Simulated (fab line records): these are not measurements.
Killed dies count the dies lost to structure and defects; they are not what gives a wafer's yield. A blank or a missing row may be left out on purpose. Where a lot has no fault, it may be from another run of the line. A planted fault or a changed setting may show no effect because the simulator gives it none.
The tool behind it: which one? | flow sky130 | 11 lots, 33 wafers sampled, at 2 steps of a route of 708

WHAT EACH GAUGE READ, for each wafer
SKY_POLY_GATE_THK_MEAS_04. Usual: POLY_GATE_CVD_03_THK gives 75.1 nm (standard deviation 0.53).
lot  | measured     | on            | POLY_GATE_CVD_03_THK (nm) | flag
L620 | day 15 20:41 | film_metro-01 | 74.7 75.4 75.3            |
L621 | day 16 00:54 | film_metro-04 | 75.6 75.3 75.5            |
L624 | day 17 10:41 | film_metro-01 | 75.8 74.9 75.5            |
L626 | day 17 14:33 | film_metro-03 | 75.3 75.4 74.9            |
L627 | day 17 22:14 | film_metro-01 | 75.1 75.2 75.2            |
L631 | day 19 16:38 | film_metro-04 | 75.4 75.6 75.1            |
L633 | day 20 05:22 | film_metro-01 | 74.4 74.8 74.9            |
L634 | day 20 14:53 | film_metro-04 | 75.4 75.9 75.0            |
L635 | day 20 23:19 | film_metro-03 | 75.6 74.8 73.7            |
L638 | day 22 05:10 | film_metro-03 | 74.7 74.6 74.3            |
L639 | day 22 10:02 | film_metro-01 | 74.6 75.6 74.9            |

EACH LOT AND THE TOOL THAT RAN IT (in order: tool; ch and the chambers of the sampled wafers; start)
lot  | SKY_GATE_OXIDE_STRIP_13
L620 | plasma_asher-04 ch 0,1, day 14 10:55
L621 | plasma_asher-01 ch 0,1, day 14 15:10
L624 | plasma_asher-03 ch 0,1, day 15 23:17
L626 | plasma_asher-01 ch 0,1, day 16 05:26
L627 | plasma_asher-01 ch 0,1, day 16 11:32
L631 | plasma_asher-04 ch 0,1, day 18 04:20
L633 | plasma_asher-04 ch 0, day 18 17:08
L634 | plasma_asher-03 ch 0,1, day 19 03:06
L635 | plasma_asher-04 ch 0,1, day 19 10:05
L638 | plasma_asher-04 ch 0,1, day 20 16:58
L639 | plasma_asher-03 ch 0,1, day 20 20:37
- SKY_GATE_OXIDE_STRIP_13: strips in O2/N2.

AS READ BY THE TOOLS THEMSELVES (means over the sampled wafers that have a number; for cases with no such wafer, the mark the record gives instead)
SKY_GATE_OXIDE_STRIP_13. Usual: drypump_motor_current_A 5.5 A, standard deviation 0.47; oes_product_au 0.716 a.u., standard deviation 0.0046; strip_time_to_endpoint_s 14.06 s, standard deviation 0.035.
lot  | tool            | drypump_motor_current_A (A) | oes_product_au (a.u.) | strip_time_to_endpoint_s (s) | flag
L620 | plasma_asher-04 | 5.1                         | 0.710                 | 14.05                        |
L621 | plasma_asher-01 | 6.1                         | 0.716                 | 14.00                        |
L624 | plasma_asher-03 | 5.1                         | 0.713                 | 14.09                        |
L626 | plasma_asher-01 | 6.1                         | 0.718                 | 14.03                        |
L627 | plasma_asher-01 | 6.1                         | 0.721                 | 14.09                        |
L631 | plasma_asher-04 | 5.3                         | 0.716                 | 14.00                        |
L633 | plasma_asher-04 | 5.5                         | 0.718                 | 14.08                        |
L634 | plasma_asher-03 | 5.2                         | 0.716                 | 14.10                        |
L635 | plasma_asher-04 | 5.1                         | 0.718                 | 14.07                        |
L638 | plasma_asher-04 | 5.3                         | 0.716                 | 14.08                        |
L639 | plasma_asher-03 | 5.2                         | 0.717                 | 14.03                        |

THE ANSWER, worked out from the rows above alone
Rule: take the mean of a lot's wafers that have a number; if it is more than 3 standard deviations from the usual mean, the lot is off. Also off: a lot with no number at a reading for which 4 or more lots have one. Where the step has rows for the other lots, those lots are counted as sound. After the gauges, taken in route order, come the tools' own readings; for these a lot's mean is taken, as printed above. The first step at which some lot is off is used, and at that step the reading that is off furthest; a lot without a number counts as furthest.
No lot is off on any of the readings shown, so nothing can be concluded from this.

WHAT HAD BEEN PUT IN BY THE SIMULATOR
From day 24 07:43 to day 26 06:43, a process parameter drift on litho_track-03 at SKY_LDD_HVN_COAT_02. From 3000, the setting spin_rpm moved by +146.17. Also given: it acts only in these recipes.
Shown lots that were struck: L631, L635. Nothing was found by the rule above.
